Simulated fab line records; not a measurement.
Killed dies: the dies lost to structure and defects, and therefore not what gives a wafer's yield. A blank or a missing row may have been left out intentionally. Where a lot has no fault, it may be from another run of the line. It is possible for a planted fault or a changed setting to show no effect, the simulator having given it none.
A lot that was struck, set against a sound lot -- flow sky130 -- 16 out of 708 route steps
Sound: the wafers L150.2, L150.3, L150.4. Wafers L154.1, L154.2, L154.5 were the ones struck. The cause is given at the end.
At each step with rows: each side's tool, then ch and its chambers, then its first start. Under that, the readings that differ: sound wafers -- struck wafers -- difference of the means -- sigmas: that difference in standard deviations of wafers without a fault.
alike: readings whose means differ by less than 2 such deviations, and words and numbers that are the same on both sides. not compared: withheld readings, readings that some wafer has no value for, bounds like >300 that may hide the same value, and numbers for which the record gives no deviation and whose values overlap.
A row with sigmas, a row that says differs or no value, or rows on one side alone: a step with any of these is where the two part. Numbers that don't overlap but have no deviation are shown without sigmas and don't part them. A reading that every wafer of one side lacks parts them only if that side has two wafers or more.

first, 5 steps without rows for these wafers: SKY_POLY_GATE_COAT_08 (resist thk 450 nm); SKY_POLY_GATE_SOFTBAKE_09 (time 90 s); SKY_POLY_GATE_EXPOSE_10 (exposes mask P1M, target cd 150 nm); SKY_POLY_GATE_PEB_11; SKY_POLY_GATE_DEVELOP_12 (develop time 60 s).
SKY_POLY_GATE_CD_MEAS_13 targets a cd of 150 nm.
  sound on cd_sem-01 at day 19 20:31; struck on cd_sem-01 at day 21 08:47
  alike: cd_nm
SKY_POLY_GATE_OVL_MEAS_14:
  sound on overlay-01 at day 19 20:37; struck on overlay-01 at day 21 08:55
  alike: POLY_GATE_OVL
SKY_POLY_GATE_ETCH_15: etches BARC in N2/H2, stops on SiO2, time 118.5 s, target depth 110 nm.
  sound on rie_diel-04 ch 0,2,3, day 19 20:39; struck on rie_diel-02 ch 0,2, day 21 08:57
  alike: drypump_motor_current_A, oes_product_au, throttle_valve_pct
  not compared: rf_hours_counter_h
SKY_POLY_GATE_ETCH_16: etches Si3N4 in CH3F/O2, stops on poly-Si, time 147.5 s, target depth 75 nm.
  sound on rie_diel-04 ch 0,2,3, day 19 20:44; struck on rie_diel-02 ch 0,2, day 21 09:02
  alike: drypump_motor_current_A, oes_product_au, throttle_valve_pct
  not compared: rf_hours_counter_h
SKY_POLY_GATE_ETCH_17: etches poly-Si in HBr/Cl2, stops on SiO2, target depth 180 nm, time 70.5 s.
  sound on rie_si-01 ch 1,2,3, day 19 20:50; struck on rie_si-02 ch 1,2,3, day 21 09:08
  alike: drypump_motor_current_A, he_backside_leak_sccm, mfc_cl2_sccm, oes_product_au, throttle_valve_pct
  not compared: rf_hours_counter_h
SKY_POLY_GATE_STRIP_18: strips in O2/N2.
  sound on plasma_asher-03 ch 0,1, day 19 20:53; struck on plasma_asher-03 ch 0,1, day 21 09:11
reading,sound,struck,difference,sigmas
strip_time_to_endpoint_s (s),3.141 3.093 3.148,3.180 3.211 3.209,+0.073,+3
  alike: drypump_motor_current_A, o2_flow_sccm, oes_product_au
  not compared: rf_hours_counter_h
then, 1 step without rows for these wafers: SKY_POLY_GATE_CLEAN_19 (cleans in SC1/SC2, time 150 s).
SKY_POLY_GATE_OXIDATION_20: stabilise 600 s, purge 300 s, target thk 4 nm.
  sound on furnace-02 ch 0, day 19 21:11; struck on furnace-02 ch 0, day 21 09:20
reading,sound,struck,difference,sigmas
spike_tc_bottom_C (C),871.2 872.5 873.1,888.3 887.5 886.0,+15.0,+7
spike_tc_centre_C (C),850.7 849.4 851.3,867.9 868.5 867.6,+17.5,+18
spike_tc_lower_C (C),850.0 851.4 849.2,867.6 863.9 865.9,+15.6,+16
spike_tc_top_C (C),860.7 860.8 860.6,874.9 876.2 876.2,+15.1,+13
spike_tc_upper_C (C),849.1 848.6 847.2,864.3 863.1 865.0,+15.8,+10
tube_center_temp_C (C),850.07 850.03 850.04,866.23 866.31 866.37,+16.26,+99 or more
tube_center_temp_C_max,851.9 851.9 851.7,868.7 868.6 868.8,+16.9,+46
zone_power_lower_pct (%),18.4 18.3 17.9,19.2 19.4 19.2,+1.1,+2
model.SiO2_of_POLY_GATE_OXIDATION_20.thk_nm (nm),3.935 3.932 3.969,4.928 4.921 4.942,+0.985,
SKY_POLY_GATE_THK_MEAS_21:
  sound on film_metro-02 at day 19 22:26; struck on film_metro-01 at day 21 10:35
reading,sound,struck,difference,sigmas
POLY_GATE_OXIDATION_THK (nm),3.93 3.91 3.99,4.94 4.96 4.92,+1.00,+14
SKY_POLY_GATE_CD_MEAS_22:
  sound on cd_sem-02 at day 19 22:31; struck on cd_sem-02 at day 21 10:39
  alike: cd_nm
-- a jump in the record: the struck wafers' starts before and after are 28 days apart (it breaks off in module POLY_GATE and resumes in module PAD_OPEN, where the first step shown is number 708 of the route) --
SKY_PAD_OPEN_PROBE_99:
  sound on prober-02 at day 48 04:08; struck on prober-02 at day 48 23:58
reading,sound,struck,difference,sigmas
killed_open,50 48 60,50 30 34,-15,-2
model.etest.tip_sonos.rs_ohm_sq,2580 2625 2635,2812 2747 2775,+165,
model.etest.tip_p.rs_ohm_sq,6744 6788 6833,7143 7114 7151,+348,
model.etest.tip_n.rs_ohm_sq,443.4 439.8 444.1,463.2 459.6 460.5,+18.7,
model.etest.res_pdiff.rs_ohm_sq,191.6 192.1 191.3,203 202.5 203.6,+11,
  alike: killed_at_M0_to_M3, killed_at_M4_up, killed_at_contacts, killed_at_front_end, killed_at_other, killed_dies, killed_short
  not compared: model.etest.res_ndiff.rs_ohm_sq

## WHERE THEY PART
First at SKY_POLY_GATE_STRIP_18; last, within this record, at SKY_PAD_OPEN_PROBE_99.

WHY: the cause the simulator had injected
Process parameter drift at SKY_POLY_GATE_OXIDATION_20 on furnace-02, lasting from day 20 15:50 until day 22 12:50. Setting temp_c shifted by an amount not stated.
